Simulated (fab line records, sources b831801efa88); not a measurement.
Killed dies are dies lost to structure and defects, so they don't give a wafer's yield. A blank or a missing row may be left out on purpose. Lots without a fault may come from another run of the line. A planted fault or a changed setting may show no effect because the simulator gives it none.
fab line records | flow sky130
record lots=5 wafers=15 last_day=49
route steps=708 shown SD_P@331 RES_XHIGH@332 SD_N@342 SALICIDE@361 LI_CONTACT@362
lots that met no fault: from a run of the same line without faults
start_h: hours from the record's first day to the start of the lot's first wafer shown | wait_h: hours since the lot's step before | " the same as in the row above | L1.1+2: a row that stands for several wafers | - no value, or no start given | * or withheld: withheld | < > ~ a bound
route shown NAME@n: a module of which the file shows steps, and the number in the route of the first | usual: mean/standard deviation of fault-free wafers | same: alike in all rows | chamber/n: place in a boat | sites: the reading at each site | _std_site: their standard deviation | _edge_site: outer sites' mean less inner sites' | radius_mm: how far each site lies from the wafer's centre | mask NAME#n: copy n | behind: the tool/chamber that last shaped the wafer | hold: why the lot was held/for how many hours/how that ended | device: the transistor (n, p or np) that didn't switch | end of line: the same wafers' tests at the end of the route | a step without rows: its recipe alone | killed: dies lost to structure and defects at the first sort, not the wafer's yield | map: a wafer's dies, x killed, . not, _ none there
set.NAME: the setting as run; set.NAME@STEP: as run at that earlier step | model.NAME: the simulator's own value behind a step, which no gauge read
lots at some steps of the route; a table a step, a row a wafer
services: from which hour (start_h, from the record's first day; less than 0 if before it) a tool's chamber was out of use, for how many hours, and why
## steps
# step SKY_SD_P_TW_MEAS_11
# usual SD_P_TW=2851/26
# columns lot.wafer tool chamber start_h wait_h SD_P_TW
L082.1 film_metro-02 - 701.86 0.1 2820
L082.2 " - " " 2820
L082.6 " - " " 2837
L086.1 film_metro-03 - 708.90 0.1 2888
L086.3 " - " " 2884
L086.4 " - " " 2878
L088.4 film_metro-02 - 709.23 0.1 2825
L088.5 " - " " 2852
L088.6 " - " " 2825
L092.3 film_metro-02 - 741.47 0.1 2824
L092.4 " - " " 2818
L092.6 " - " " 2827
L093.1 film_metro-04 - 742.38 0.1 2869
L093.5 " - " " 2866
L093.6 " - " " 2865
# step SKY_RES_XHIGH_DEHYDRATE_00
# recipe temp_c=200 time_s=60
# usual resist_line_temp_C=22.99/0.1
# columns lot.wafer tool chamber start_h wait_h resist_line_temp_C
L082.1 litho_track-04 0 714.73 12.9 23.08
L082.2 " 0 " " 23.00
L082.6 " 0 " " 23.01
L086.1 litho_track-04 0 722.03 13.1 22.96
L086.3 " 0 " " 23.04
L086.4 " 0 " " 23.02
L088.4 litho_track-03 0 722.17 12.9 22.98
L088.5 " 0 " " 23.02
L088.6 " 0 " " 23.03
L092.3 litho_track-04 0 754.18 12.7 23.24
L092.4 " 0 " " 23.15
L092.6 " 0 " " 23.23
L093.1 litho_track-01 0 755.60 13.2 23.05
L093.5 " 0 " " 22.80
L093.6 " 0 " " 22.81
# step SKY_RES_XHIGH_HMDS_01
# recipe prime_time_s=60 prime_temp_c=120
# usual prime_temp_c=120.02/0.13 resist_line_temp_C=22.99/0.1
# columns lot.wafer tool chamber start_h wait_h prime_temp_c resist_line_temp_C
L082.1 litho_track-04 0 714.88 0.1 120.11 22.97
L082.2 " 0 " " 120.04 22.99
L082.6 " 0 " " 120.07 23.07
L086.1 litho_track-04 0 722.18 0.1 120.10 23.11
L086.3 " 0 " " 120.23 23.22
L086.4 " 0 " " 120.08 23.04
L088.4 litho_track-03 0 722.32 0.1 120.04 23.00
L088.5 " 0 " " 120.05 23.02
L088.6 " 0 " " 120.38 22.87
L092.3 litho_track-04 0 754.33 0.1 120.03 22.92
L092.4 " 0 " " 120.04 22.88
L092.6 " 0 " " 119.84 22.89
L093.1 litho_track-01 0 755.75 0.1 119.81 23.23
L093.5 " 0 " " 119.87 22.95
L093.6 " 0 " " 120.01 22.95
# step SKY_RES_XHIGH_COAT_02
# recipe resist=NOVOLAK spin_rpm=3000 resist_thk_nm=1140
# usual resist_line_temp_C=23.01/0.094
# columns lot.wafer tool chamber start_h wait_h resist_line_temp_C
L082.1 litho_track-04 0 715.03 0.1 23.03
L082.2 " 0 " " 22.89
L082.6 " 0 " " 22.93
L086.1 litho_track-04 0 722.33 0.1 23.00
L086.3 " 0 " " 23.00
L086.4 " 0 " " 22.99
L088.4 litho_track-03 0 722.47 0.1 22.91
L088.5 " 0 " " 22.83
L088.6 " 0 " " 22.93
L092.3 litho_track-04 0 754.48 0.1 23.15
L092.4 " 0 " " 23.02
L092.6 " 0 " " 23.09
L093.1 litho_track-01 0 755.90 0.1 23.12
L093.5 " 0 " " 23.12
L093.6 " 0 " " 22.92
# step SKY_RES_XHIGH_SOFTBAKE_03
# recipe temp_c=90 time_s=60 resist=NOVOLAK
# usual resist_line_temp_C=22.98/0.097
# columns lot.wafer tool chamber start_h wait_h resist_line_temp_C
L082.1 litho_track-04 0 715.18 0.1 23.02
L082.2 " 0 " " 22.91
L082.6 " 0 " " 23.05
L086.1 litho_track-04 0 722.48 0.1 22.88
L086.3 " 0 " " 22.86
L086.4 " 0 " " 22.92
L088.4 litho_track-03 0 722.62 0.1 23.11
L088.5 " 0 " " 23.10
L088.6 " 0 " " 23.05
L092.3 litho_track-04 0 754.63 0.1 22.94
L092.4 " 0 " " 23.00
L092.6 " 0 " " 22.97
L093.1 litho_track-01 0 756.05 0.1 23.06
L093.5 " 0 " " 22.88
L093.6 " 0 " " 23.18
# step SKY_RES_XHIGH_EXPOSE_04
# recipe mask_id=URPM na=0.6 source_shape=conventional sigma_outer=0.6 polarization=unpolarized target_cd_nm=1270 dose_mj=140
# usual exposure_dose_mJ_cm2=139.99/0.14
# columns lot.wafer tool chamber start_h wait_h mask exposure_dose_mJ_cm2
L082.1 iline_stepper-01 0 - - URPM#0 139.70
L082.2 " 0 " " URPM#0 139.86
L082.6 " 0 " " URPM#0 140.02
L086.1 iline_stepper-01 0 - - URPM#0 139.86
L086.3 " 0 " " URPM#0 139.95
L086.4 " 0 " " URPM#0 139.92
L088.4 iline_stepper-02 0 - - URPM#0 140.03
L088.5 " 0 " " URPM#0 139.93
L088.6 " 0 " " URPM#0 139.82
L092.3 iline_stepper-01 0 - - URPM#0 139.99
L092.4 " 0 " " URPM#0 139.84
L092.6 " 0 " " URPM#0 139.89
L093.1 iline_stepper-01 0 - - URPM#0 139.94
L093.5 " 0 " " URPM#0 140.00
L093.6 " 0 " " URPM#0 140.02
# step SKY_RES_XHIGH_PEB_05
# recipe temp_c=withheld time_s=* resist=NOVOLAK
# usual resist_line_temp_C=*
# columns lot.wafer tool chamber start_h wait_h resist_line_temp_C
L082.1 litho_track-04 0 - - *
L082.2 " 0 " " *
L082.6 " 0 " " *
L086.1 litho_track-03 0 - - *
L086.3 " 0 " " *
L086.4 " 0 " " *
L088.4 litho_track-03 0 - - *
L088.5 " 0 " " *
L088.6 " 0 " " *
L092.3 litho_track-01 0 - - *
L092.4 " 0 " " *
L092.6 " 0 " " *
L093.1 litho_track-04 0 - - *
L093.5 " 0 " " *
L093.6 " 0 " " *
# step SKY_RES_XHIGH_DEVELOP_06
# recipe resist=NOVOLAK developer=TMAH develop_time_s=60 dev_temp_c=23
# usual resist_line_temp_C=23.03/0.095
# columns lot.wafer tool chamber start_h wait_h resist_line_temp_C
L082.1 litho_track-04 0 729.43 0.1 23.00
L082.2 " 0 " " 23.14
L082.6 " 0 " " 23.04
L086.1 litho_track-03 0 736.19 0.1 22.92
L086.3 " 0 " " 23.06
L086.4 " 0 " " 22.87
L088.4 litho_track-03 0 736.92 0.1 23.11
L088.5 " 0 " " 22.98
L088.6 " 0 " " 23.17
L092.3 litho_track-01 0 767.15 0.1 22.88
L092.4 " 0 " " 22.97
L092.6 " 0 " " 22.94
L093.1 litho_track-04 0 767.88 0.1 23.02
L093.5 " 0 " " 23.01
L093.6 " 0 " " 23.07
# step SKY_RES_XHIGH_IMPLANT_07
# recipe species=BF2 energy_kev=20 dose_cm2=3.6e+14 tilt_deg=0
# columns lot.wafer tool chamber start_h wait_h
L082.1+2+6 implanter-02 0 729.58 0.1
L086.1+3+4 implanter-02 0 736.34 0.1
L088.4+5+6 implanter-03 0 737.07 0.1
L092.3+4+6 implanter-02 0 767.30 0.1
L093.1+5+6 implanter-03 0 768.03 0.1
# step SKY_RES_XHIGH_STRIP_08
# recipe chemistry=O2/N2 power_w=1400 pressure_mtorr=1500 platen_temp_c=withheld o2_flow_sccm=3000 n2_flow_sccm=300 overash_fraction=0.5
# usual drypump_motor_current_A=5.8/0.33 oes_product_au=0.710/0.0051 strip_time_to_endpoint_s=14.27/0.038
# columns lot.wafer tool chamber start_h wait_h drypump_motor_current_A oes_product_au rf_hours_counter_h strip_time_to_endpoint_s
L082.1 plasma_asher-01 0 729.73 0.1 5.7 0.695 29 14.28
L082.2 " 1 " " 6.0 0.709 29 14.29
L082.6 " 0 " " 5.6 0.713 - 14.28
L086.1 plasma_asher-03 1 736.49 0.1 5.7 0.717 63 14.28
L086.3 " 0 " " 6.1 0.714 - 14.25
L086.4 " 1 " " 5.6 0.711 - 14.25
L088.4 plasma_asher-03 0 737.18 0.1 6.1 0.715 - 14.17
L088.5 " 1 " " 5.7 0.712 - 14.28
L088.6 " 0 " " 6.1 0.718 - 14.22
L092.3 plasma_asher-01 0 767.44 0.1 5.6 0.716 - 14.26
L092.4 " 1 " " 6.0 0.718 - 14.21
L092.6 " 0 " " 5.6 0.708 - 14.31
L093.1 plasma_asher-03 0 768.18 0.1 6.1 0.704 67 14.21
L093.5 " 1 " " 5.7 0.715 - 14.29
L093.6 " 0 " " 6.1 0.704 - 14.27
# step SKY_RES_XHIGH_TW_MEAS_09
# usual RES_XHIGH_TW=1653/15
# columns lot.wafer tool chamber start_h wait_h RES_XHIGH_TW
L082.1 film_metro-04 - 729.83 0.1 1673
L082.2 " - " " 1662
L082.6 " - " " 1659
L086.1 film_metro-02 - 736.59 0.1 1641
L086.3 " - " " 1644
L086.4 " - " " 1635
L088.4 film_metro-02 - 737.27 0.1 1629
L088.5 " - " " 1635
L088.6 " - " " 1626
L092.3 film_metro-04 - 767.52 0.1 1674
L092.4 " - " " 1671
L092.6 " - " " 1664
L093.1 film_metro-02 - 768.28 0.1 1637
L093.5 " - " " 1640
L093.6 " - " " 1646
# step SKY_SD_N_DEHYDRATE_00
# recipe temp_c=200 time_s=60
# usual resist_line_temp_C=22.98/0.11
# columns lot.wafer tool chamber start_h wait_h resist_line_temp_C
L082.1 litho_track-01 0 741.35 11.5 23.13
L082.2 " 0 " " 23.02
L082.6 " 0 " " 23.08
L086.1 litho_track-04 0 749.28 12.7 23.06
L086.3 " 0 " " 22.94
L086.4 " 0 " " 22.96
L088.4 litho_track-04 0 749.96 12.7 22.93
L088.5 " 0 " " 23.02
L088.6 " 0 " " 23.15
L092.3 litho_track-04 0 780.13 12.6 22.94
L092.4 " 0 " " 22.97
L092.6 " 0 " " 23.05
L093.1 litho_track-04 0 780.68 12.4 23.12
L093.5 " 0 " " 23.02
L093.6 " 0 " " 23.12
# step SKY_SD_N_HMDS_01
# recipe prime_time_s=60 prime_temp_c=120
# usual prime_temp_c=120.03/0.15 resist_line_temp_C=22.98/0.1
# columns lot.wafer tool chamber start_h wait_h prime_temp_c resist_line_temp_C
L082.1 litho_track-01 0 741.50 0.1 120.07 22.83
L082.2 " 0 " " 120.23 22.74
L082.6 " 0 " " 119.97 22.98
L086.1 litho_track-04 0 749.43 0.1 119.99 23.10
L086.3 " 0 " " 120.00 22.88
L086.4 " 0 " " 120.29 23.00
L088.4 litho_track-04 0 750.11 0.1 120.07 23.00
L088.5 " 0 " " 120.08 22.97
L088.6 " 0 " " 120.02 23.03
L092.3 litho_track-04 0 780.28 0.1 120.29 22.86
L092.4 " 0 " " 120.42 22.99
L092.6 " 0 " " 120.22 23.00
L093.1 litho_track-04 0 780.83 0.1 120.07 22.96
L093.5 " 0 " " 119.91 23.04
L093.6 " 0 " " 119.93 23.06
# step SKY_SD_N_COAT_02
# recipe resist=NOVOLAK spin_rpm=3060 resist_thk_nm=1140
# usual resist_line_temp_C=23.01/0.11
# columns lot.wafer tool chamber start_h wait_h resist_line_temp_C
L082.1 litho_track-01 0 741.65 0.1 23.16
L082.2 " 0 " " 22.90
L082.6 " 0 " " 22.92
L086.1 litho_track-04 0 749.58 0.1 23.10
L086.3 " 0 " " 23.14
L086.4 " 0 " " 23.06
L088.4 litho_track-04 0 750.26 0.1 22.95
L088.5 " 0 " " 23.00
L088.6 " 0 " " 22.87
L092.3 litho_track-04 0 780.43 0.1 22.94
L092.4 " 0 " " 23.11
L092.6 " 0 " " 23.10
L093.1 litho_track-04 0 780.98 0.1 22.99
L093.5 " 0 " " 23.00
L093.6 " 0 " " 23.04
# step SKY_SD_N_SOFTBAKE_03
# recipe temp_c=90 time_s=60 resist=NOVOLAK
# usual resist_line_temp_C=22.99/0.11
# columns lot.wafer tool chamber start_h wait_h resist_line_temp_C
L082.1 litho_track-01 0 741.80 0.1 23.14
L082.2 " 0 " " 22.99
L082.6 " 0 " " 23.09
L086.1 litho_track-04 0 749.73 0.1 22.97
L086.3 " 0 " " 22.85
L086.4 " 0 " " 22.93
L088.4 litho_track-04 0 750.41 0.1 23.21
L088.5 " 0 " " 23.10
L088.6 " 0 " " 22.97
L092.3 litho_track-04 0 780.58 0.1 22.86
L092.4 " 0 " " 22.84
L092.6 " 0 " " 23.02
L093.1 litho_track-04 0 781.13 0.1 22.97
L093.5 " 0 " " 22.97
L093.6 " 0 " " 22.93
# step SKY_SD_N_EXPOSE_04
# recipe mask_id=NSDM na=0.6 source_shape=conventional sigma_outer=0.6 polarization=unpolarized target_cd_nm=380 dose_mj=141
# usual exposure_dose_mJ_cm2=141.00/0.14
# columns lot.wafer tool chamber start_h wait_h mask exposure_dose_mJ_cm2
L082.1 iline_stepper-01 0 - - NSDM#0 141.21
L082.2 " 0 " " NSDM#0 140.93
L082.6 " 0 " " NSDM#0 141.15
L086.1 iline_stepper-02 0 - - NSDM#0 141.10
L086.3 " 0 " " NSDM#0 141.06
L086.4 " 0 " " NSDM#0 140.99
L088.4 iline_stepper-01 0 - - NSDM#0 140.85
L088.5 " 0 " " NSDM#0 140.71
L088.6 " 0 " " NSDM#0 140.88
L092.3 iline_stepper-01 0 - - NSDM#0 140.91
L092.4 " 0 " " NSDM#0 140.89
L092.6 " 0 " " NSDM#0 140.98
L093.1 iline_stepper-01 0 - - NSDM#0 141.14
L093.5 " 0 " " NSDM#0 140.93
L093.6 " 0 " " NSDM#0 141.21
# step SKY_SD_N_PEB_05
# recipe temp_c=withheld time_s=* resist=NOVOLAK
# usual resist_line_temp_C=*
# columns lot.wafer tool chamber start_h wait_h resist_line_temp_C
L082.1 litho_track-01 0 - - *
L082.2 " 0 " " *
L082.6 " 0 " " *
L086.1 litho_track-02 0 - - *
L086.3 " 0 " " *
L086.4 " 0 " " *
L088.4 litho_track-04 0 - - *
L088.5 " 0 " " *
L088.6 " 0 " " *
L092.3 litho_track-04 0 - - *
L092.4 " 0 " " *
L092.6 " 0 " " *
L093.1 litho_track-02 0 - - *
L093.5 " 0 " " *
L093.6 " 0 " " *
# step SKY_SD_N_DEVELOP_06
# recipe resist=NOVOLAK developer=TMAH develop_time_s=60 dev_temp_c=23
# usual resist_line_temp_C=22.99/0.1
# columns lot.wafer tool chamber start_h wait_h resist_line_temp_C
L082.1 litho_track-01 0 755.45 0.1 22.93
L082.2 " 0 " " 22.92
L082.6 " 0 " " 22.86
L086.1 litho_track-02 0 763.22 0.1 22.97
L086.3 " 0 " " 23.02
L086.4 " 0 " " 23.03
L088.4 litho_track-04 0 763.91 0.1 22.99
L088.5 " 0 " " 23.01
L088.6 " 0 " " 22.94
L092.3 litho_track-04 0 793.43 0.1 22.85
L092.4 " 0 " " 22.97
L092.6 " 0 " " 23.01
L093.1 litho_track-02 0 793.87 0.1 23.17
L093.5 " 0 " " 23.09
L093.6 " 0 " " 23.27
# step SKY_SD_N_CD_MEAS_07
# recipe target_cd_nm=380
# usual cd_nm=380.3/2.7
# columns lot.wafer tool chamber start_h wait_h cd_nm
L082.1 cd_sem-02 - 755.60 0.1 379.2
L082.2 " - " " 380.3
L082.6 " - " " 379.7
L086.1 cd_sem-02 - 763.37 0.1 383.6
L086.3 " - " " 382.9
L086.4 " - " " 381.9
L088.4 cd_sem-01 - 764.04 0.1 382.2
L088.5 " - " " 380.2
L088.6 " - " " 383.1
L092.3 cd_sem-01 - 793.57 0.1 377.4
L092.4 " - " " 376.5
L092.6 " - " " 376.3
L093.1 cd_sem-01 - 794.02 0.1 374.6
L093.5 " - " " 374.1
L093.6 " - " " 376.0
# step SKY_SD_N_OVL_MEAS_08
# usual SD_N_OVL=0.2/1.1
# columns lot.wafer tool chamber start_h wait_h SD_N_OVL[nm]
L082.1 overlay-01 - 755.72 0.1 0.7
L082.2 " - " " 0.0
L082.6 " - " " 0.4
L086.1 overlay-01 - 763.49 0.1 -1.7
L086.3 " - " " -0.7
L086.4 " - " " -0.9
L088.4 overlay-02 - 764.12 0.1 0.3
L088.5 " - " " -0.4
L088.6 " - " " -0.8
L092.3 overlay-01 - 793.67 0.1 -0.2
L092.4 " - " " 0.1
L092.6 " - " " 0.0
L093.1 overlay-02 - 794.14 0.1 -1.2
L093.5 " - " " -0.2
L093.6 " - " " 0.1
# step SKY_SD_N_IMPLANT_09
# recipe species=As energy_kev=50 dose_cm2=4e+15 tilt_deg=0
# columns lot.wafer tool chamber start_h wait_h
L082.1+2+6 implanter-03 0 755.76 0.0
L086.1+3+4 implanter-03 0 763.53 0.0
L088.4+5+6 implanter-04 0 764.21 0.1
L092.3+4+6 implanter-03 0 793.79 0.1
L093.1+5+6 implanter-02 0 794.18 0.0
# step SKY_SD_N_IMPLANT_10
# recipe species=P energy_kev=20 dose_cm2=1e+14 tilt_deg=0
# columns lot.wafer tool chamber start_h wait_h
L082.1+2+6 implanter-03 0 755.91 0.1
L086.1+3+4 implanter-03 0 763.68 0.1
L088.4+5+6 implanter-04 0 764.36 0.1
L092.3+4+6 implanter-03 0 794.09 0.2
L093.1+5+6 implanter-02 0 794.33 0.1
# step SKY_SD_N_STRIP_11
# recipe chemistry=O2/N2 power_w=1400 pressure_mtorr=1500 platen_temp_c=withheld o2_flow_sccm=3000 n2_flow_sccm=300 overash_fraction=0.5
# usual drypump_motor_current_A=5.7/0.46 oes_product_au=0.526/0.0045 strip_time_to_endpoint_s=22.43/0.038
# columns lot.wafer tool chamber start_h wait_h drypump_motor_current_A oes_product_au rf_hours_counter_h strip_time_to_endpoint_s
L082.1 plasma_asher-04 1 756.06 0.1 5.6 0.524 98 22.39
L082.2 " 0 " " 6.2 0.530 98 22.33
L082.6 " 0 " " 6.2 0.519 - 22.34
L086.1 plasma_asher-04 0 763.83 0.1 6.2 0.528 99 22.42
L086.3 " 1 " " 5.5 0.524 - 22.44
L086.4 " 0 " " 6.2 0.535 - 22.45
L088.4 plasma_asher-04 1 764.47 0.1 5.6 0.532 - 22.45
L088.5 " 1 " " 5.5 0.527 - 22.42
L088.6 " 0 " " 6.2 0.532 - 22.46
L092.3 plasma_asher-02 0 794.32 0.2 5.2 0.529 - 22.45
L092.4 " 1 " " 4.7 0.528 - 22.43
L092.6 " 1 " " 4.7 0.525 - 22.46
L093.1 plasma_asher-04 1 794.48 0.1 5.5 0.531 102 22.42
L093.5 " 0 " " 6.2 0.525 - 22.32
L093.6 " 1 " " 5.5 0.523 - 22.43
# step SKY_SD_N_TW_MEAS_12
# usual SD_N_TW=4019/32
# columns lot.wafer tool chamber start_h wait_h SD_N_TW
L082.1 film_metro-02 - 756.16 0.1 3993
L082.2 " - " " 3993
L082.6 " - " " 3987
L086.1 film_metro-02 - 763.93 0.1 4009
L086.3 " - " " 4014
L086.4 " - " " 4019
L088.4 film_metro-02 - 764.57 0.1 4008
L088.5 " - " " 4014
L088.6 " - " " 4000
L092.3 film_metro-02 - 794.41 0.1 4031
L092.4 " - " " 4017
L092.6 " - " " 4011
L093.1 film_metro-04 - 794.58 0.1 4058
L093.5 " - " " 4086
L093.6 " - " " 4046
# step SKY_SD_N_CLEAN_13
# recipe chemistry=SC1/SC2 mix=1:4:20 temp_c=70 time_s=150 dry=n2_spin
# columns lot.wafer tool chamber start_h wait_h
L082.1+2+6 wet_bench-01 3 756.22 0.1
L086.1+3+4 wet_bench-02 1 763.99 0.1
L088.4+5+6 wet_bench-02 2 764.60 0.0
L092.3+4+6 wet_bench-02 3 794.45 0.0
L093.1+5+6 wet_bench-01 1 794.64 0.1
# step SKY_SD_N_RTA_14
# recipe temp_c=1075 time_s=2 idle_temp_c=650 ramp_up_c_per_s=150 ramp_down_c_per_s=90 ambient=N2
# usual anneal_temp_c_max=1080.2/2.7 lamp_power_pct=15.74/0.052 wafer_temp_C_max=1078.0/1.2
# columns lot.wafer tool chamber start_h wait_h anneal_temp_c_max lamp_power_pct wafer_temp_C_max
L082.1 rtp_anneal-02 0 756.27 0.0 1083.4 15.80 1078.7
L082.2 " 0 " " 1081.6 15.70 1079.8
L082.6 " 0 " " 1081.1 15.75 1076.1
L086.1 rtp_anneal-01 0 764.04 0.0 1077.3 15.72 1079.2
L086.3 " 0 " " 1077.0 15.75 1076.7
L086.4 " 0 " " 1077.0 15.65 1079.0
L088.4 rtp_anneal-02 0 764.70 0.1 1083.0 15.75 1078.8
L088.5 " 0 " " 1082.3 15.73 1076.4
L088.6 " 0 " " 1084.6 15.78 1078.2
L092.3 rtp_anneal-01 0 794.52 0.0 1077.0 15.76 1079.5
L092.4 " 0 " " 1077.3 15.74 1076.3
L092.6 " 0 " " 1078.4 15.76 1079.2
L093.1 rtp_anneal-02 0 794.69 0.0 1081.0 15.73 1077.7
L093.5 " 0 " " 1082.8 15.81 1076.9
L093.6 " 0 " " 1084.6 15.72 1078.0
# step SKY_SD_N_RS_MEAS_16
# recipe thk_meas_gauge=four-point-probe
# usual SD_N_RS=68.46/0.13
# columns lot.wafer tool chamber start_h wait_h SD_N_RS[ohm/sq]
L082.1 film_metro-02 - 756.44 0.1 68.54
L082.2 " - " " 68.49
L082.6 " - " " 68.56
L086.1 film_metro-04 - 764.21 0.1 68.51
L086.3 " - " " 68.54
L086.4 " - " " 68.55
L088.4 film_metro-02 - 764.94 0.1 68.36
L088.5 " - " " 68.42
L088.6 " - " " 68.57
L092.3 film_metro-02 - 794.71 0.1 68.56
L092.4 " - " " 68.46
L092.6 " - " " 68.42
L093.1 film_metro-04 - 794.86 0.1 68.36
L093.5 " - " " 68.31
L093.6 " - " " 68.40
# step SKY_SD_N_RS_MEAS_17
# recipe thk_meas_gauge=four-point-probe
# usual SD_P_RS=146.5/0.35
# columns lot.wafer tool chamber start_h wait_h SD_P_RS[ohm/sq]
L082.1 film_metro-02 - 756.56 0.1 146.7
L082.2 " - " " 146.4
L082.6 " - " " 146.7
L086.1 film_metro-04 - 764.33 0.1 146.4
L086.3 " - " " 146.7
L086.4 " - " " 147.3
L088.4 film_metro-02 - 765.06 0.1 146.6
L088.5 " - " " 146.2
L088.6 " - " " 146.5
L092.3 film_metro-02 - 794.83 0.1 146.5
L092.4 " - " " 145.8
L092.6 " - " " 146.8
L093.1 film_metro-04 - 794.98 0.1 146.3
L093.5 " - " " 146.4
L093.6 " - " " 146.3
# step SKY_SD_N_RS_MEAS_18
# recipe thk_meas_gauge=four-point-probe
# usual RES_XHIGH_RS=332.9/1.2
# columns lot.wafer tool chamber start_h wait_h RES_XHIGH_RS[ohm/sq]
L082.1 film_metro-02 - 756.68 0.1 333.5
L082.2 " - " " 334.5
L082.6 " - " " 335.2
L086.1 film_metro-04 - 764.45 0.1 330.9
L086.3 " - " " 330.5
L086.4 " - " " 331.6
L088.4 film_metro-02 - 765.18 0.1 332.7
L088.5 " - " " 332.4
L088.6 " - " " 333.6
L092.3 film_metro-02 - 794.95 0.1 330.9
L092.4 " - " " 331.9
L092.6 " - " " 332.0
L093.1 film_metro-04 - 795.10 0.1 332.7
L093.5 " - " " 332.3
L093.6 " - " " 331.1
# step SKY_SALICIDE_CLEAN_00
# recipe chemistry=HF-last time_s=30 dilution=100:1 dry=ipa_marangoni
# columns lot.wafer tool chamber start_h wait_h
L082.1+2+6 wet_bench-04 2 756.80 0.1
L086.1+3+4 wet_bench-01 2 764.57 0.1
L088.4+5+6 wet_bench-01 3 765.24 0.0
L092.3+4+6 wet_bench-03 3 795.03 0.1
L093.1+5+6 wet_bench-01 0 795.22 0.1
# step SKY_LI_CONTACT_HDPCVD_00
# recipe material=PSG target_thk_nm=930 sigma_open_frac=0.3 time_s=155 temp_c=600 sih4_flow_sccm=60 pressure_mtorr=6
# usual sih4_flow_sccm=60.00/0.19 susceptor_temp_C=599.94/0.25
# columns lot.wafer tool chamber start_h wait_h sih4_flow_sccm susceptor_temp_C
L082.1 hdpcvd-02 0 756.82 0.0 60.10 599.92
L082.2 " 1 " " 60.23 600.23
L082.6 " 2 " " 60.00 599.79
L086.1 hdpcvd-02 0 764.59 0.0 60.15 600.13
L086.3 " 2 " " 59.79 600.13
L086.4 " 0 " " 60.07 600.08
L088.4 hdpcvd-01 1 765.30 0.1 59.97 600.20
L088.5 " 2 " " 60.04 599.74
L088.6 " 0 " " 59.68 599.97
L092.3 hdpcvd-01 0 795.05 0.0 59.98 600.30
L092.4 " 1 " " 59.61 599.79
L092.6 " 0 " " 59.80 599.85
L093.1 hdpcvd-01 1 795.24 0.0 59.74 599.49
L093.5 " 1 " " 59.98 600.10
L093.6 " 0 " " 60.24 600.17
# step SKY_LI_CONTACT_THK_MEAS_01
# recipe reads=PSG_of_LI_CONTACT_HDPCVD_00
# usual LI_CONTACT_HDPCVD_THK=924/16
# columns lot.wafer tool chamber start_h wait_h LI_CONTACT_HDPCVD_THK[nm]
L082.1 film_metro-04 - 756.92 0.1 929
L082.2 " - " " 916
L082.6 " - " " 957
L086.1 film_metro-04 - 764.69 0.1 920
L086.3 " - " " 936
L086.4 " - " " 937
L088.4 film_metro-02 - 765.75 0.4 945
L088.5 " - " " 918
L088.6 " - " " 908
L092.3 film_metro-02 - 795.17 0.1 919
L092.4 " - " " 947
L092.6 " - " " 922
L093.1 film_metro-02 - 795.34 0.1 950
L093.5 " - " " 954
L093.6 " - " " 915
# step SKY_LI_CONTACT_CMP_02
# recipe material=PSG down_force_psi=4 platen_rpm=60 pad_velocity_m_s=0.94248
# usual motor_current_A=11.5/1.1 time_to_endpoint_s=32/4.3
# columns lot.wafer tool chamber start_h wait_h motor_current_A time_to_endpoint_s
L082.1 cmp-02 1 757.03 0.1 12.4 36
L082.2 " 3 " " 9.4 34
L082.6 " 0 " " 10.7 41
L086.4 cmp-02 3 764.75 0.0 9.7 32
L086.1 " 0 " " 10.9 31
L086.3 " 1 " " 12.7 37
L088.4 cmp-02 3 765.83 0.1 9.5 37
L088.5 " 2 " " 13.0 34
L088.6 " 3 " " 9.7 30
L092.4 cmp-02 1 795.21 0.0 12.0 37
L092.3 " 2 " " 12.5 34
L092.6 " 2 " " 12.4 36
L093.1 cmp-01 3 795.64 0.3 10.5 24
L093.5 " 0 " " 11.8 36
L093.6 " 1 " " 11.4 25
# step SKY_LI_CONTACT_BOW_MEAS_03
# recipe mode=bow
# usual LI_CONTACT_BOW=54/7.2
# columns lot.wafer tool chamber start_h wait_h LI_CONTACT_BOW[um]
L082.1 film_metro-02 - 757.28 0.2 58
L082.2 " - " " 52
L082.6 " - " " 47
L086.1 film_metro-04 - 765.13 0.3 58
L086.3 " - " " 52
L086.4 " - " " 48
L088.4 film_metro-04 - 766.14 0.3 42
L088.5 " - " " 50
L088.6 " - " " 64
L092.3 film_metro-02 - 795.55 0.2 60
L092.4 " - " " 60
L092.6 " - " " 59
L093.1 film_metro-02 - 795.79 0.1 59
L093.5 " - " " 50
L093.6 " - " " 59
# step SKY_LI_CONTACT_DEHYDRATE_04
# recipe temp_c=200 time_s=60
# usual resist_line_temp_C=22.99/0.1
# columns lot.wafer tool chamber start_h wait_h resist_line_temp_C
L082.1 litho_track-03 0 768.54 11.2 23.05
L082.2 " 0 " " 22.80
L082.6 " 0 " " 23.00
L086.1 litho_track-02 0 776.12 11.0 23.00
L086.3 " 0 " " 22.71
L086.4 " 0 " " 23.11
L088.4 litho_track-03 0 777.97 11.8 23.14
L088.5 " 0 " " 23.18
L088.6 " 0 " " 23.12
L092.3 litho_track-02 0 808.42 12.8 22.91
L092.4 " 0 " " 22.81
L092.6 " 0 " " 22.86
L093.1 litho_track-03 0 808.74 12.9 22.96
L093.5 " 0 " " 22.96
L093.6 " 0 " " 22.96
# step SKY_LI_CONTACT_HMDS_05
# recipe prime_time_s=60 prime_temp_c=120
# usual prime_temp_c=119.98/0.13 resist_line_temp_C=23.01/0.1
# columns lot.wafer tool chamber start_h wait_h prime_temp_c resist_line_temp_C
L082.1 litho_track-03 0 768.69 0.1 119.92 22.98
L082.2 " 0 " " 119.90 23.01
L082.6 " 0 " " 120.16 22.97
L086.1 litho_track-02 0 776.27 0.1 119.93 22.98
L086.3 " 0 " " 120.20 23.00
L086.4 " 0 " " 119.94 22.88
L088.4 litho_track-03 0 778.12 0.1 119.87 23.09
L088.5 " 0 " " 119.88 23.02
L088.6 " 0 " " 120.09 23.01
L092.3 litho_track-02 0 808.57 0.1 120.14 23.00
L092.4 " 0 " " 119.88 22.99
L092.6 " 0 " " 119.86 22.95
L093.1 litho_track-03 0 808.89 0.1 119.97 23.07
L093.5 " 0 " " 120.02 22.98
L093.6 " 0 " " 119.86 23.03
## services
# columns tool chamber start_h hours kind
cmp-02 - 700.09 5.0 pm
cmp-01 - 704.70 2.3 repair
hdpcvd-01 - 706.64 1.4 repair
plasma_asher-02 - 724.21 1.7 repair
plasma_asher-02 - 733.75 9.0 pm
plasma_asher-02 0 733.75 9.0 vent_cycle
plasma_asher-02 1 733.75 9.0 vent_cycle
plasma_asher-02 0 742.75 - clean
plasma_asher-02 1 742.75 - clean
cmp-01 - 744.19 4.0 pm
cmp-01 - 748.19 - consumable_replace:conditioner
cmp-01 - 748.19 - consumable_replace:pad
cmp-01 - 768.06 1.1 repair
hdpcvd-01 - 768.37 0.6 repair
cmp-02 - 769.29 6.0 pm
hdpcvd-02 2 770.71 5.6 repair
cmp-02 - 779.28 1.5 repair
iline_stepper-02 - 786.40 1.7 pm
implanter-04 - 789.57 3.6 pm
hdpcvd-02 - 792.32 4.3 pm
iline_stepper-02 - 804.01 2.0 repair
## key
fault none
